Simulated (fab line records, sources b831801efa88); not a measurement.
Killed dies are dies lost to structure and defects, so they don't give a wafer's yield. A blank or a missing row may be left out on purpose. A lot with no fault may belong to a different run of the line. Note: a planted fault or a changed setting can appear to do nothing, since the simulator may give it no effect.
What tool caused it? / flow sky130 / at 1 step of a route of 708, 12 lots with 36 wafers sampled

WHAT THE GAUGES SHOWED, per wafer
SKY_METAL2_OVL_MEAS_16. Usual: for METAL2_OVL the level is 0 nm and the standard deviation is 4.8.
lot=L918; measured=day 36 11:39; on=overlay-02; METAL2_OVL (nm)=6 5 5; flag=
lot=L919; measured=day 36 12:48; on=overlay-02; METAL2_OVL (nm)=-2 -12 -8; flag=
lot=L920; measured=day 37 01:27; on=overlay-02; METAL2_OVL (nm)=4 -1 7; flag=
lot=L921; measured=day 37 09:28; on=overlay-01; METAL2_OVL (nm)=1 7 -1; flag=
lot=L923; measured=day 38 02:32; on=overlay-01; METAL2_OVL (nm)=-4 -2 -4; flag=
lot=L925; measured=day 38 15:13; on=overlay-02; METAL2_OVL (nm)=-1 -4 -4; flag=
lot=L930; measured=day 40 09:22; on=overlay-02; METAL2_OVL (nm)=-4 1 5; flag=
lot=L932; measured=day 40 12:06; on=overlay-01; METAL2_OVL (nm)=13 8 2; flag=
lot=L936; measured=day 41 12:33; on=overlay-01; METAL2_OVL (nm)=2 1 -8; flag=
lot=L935; measured=day 41 19:54; on=overlay-02; METAL2_OVL (nm)=1 5 -3; flag=
lot=L938; measured=day 42 03:13; on=overlay-02; METAL2_OVL (nm)=5 -9 -9; flag=
lot=L937; measured=day 42 04:30; on=overlay-02; METAL2_OVL (nm)=4 -3 3; flag=

WHAT TOOL EACH LOT RAN ON (gives the tool, then ch and the chambers of the sampled wafers, and finally the start)
No process step before these readings appears in the record.

AS READ BY THE TOOLS THEMSELVES (means over the sampled wafers that have a number; for cases with no such wafer, the mark the record gives instead)
The record holds no such reading with a usual standard deviation.

THE ANSWER, worked out from the rows above alone
Rule: a lot is off if the mean of its wafers that have a number lies more than 3 standard deviations from the usual mean. A lot without any number at a reading at which 4 lots or more have one is off too. The other lots that the step has rows for count as sound. After the gauges, taken in route order, come the tools' own readings; for these a lot's mean is taken, as printed above. At the first step where some lot is off, the reading lying furthest off is the one used; lots without a number count as furthest.
Nothing can be told from this: no lot is off at any reading shown.

WHAT THE SIMULATOR HAD INSERTED
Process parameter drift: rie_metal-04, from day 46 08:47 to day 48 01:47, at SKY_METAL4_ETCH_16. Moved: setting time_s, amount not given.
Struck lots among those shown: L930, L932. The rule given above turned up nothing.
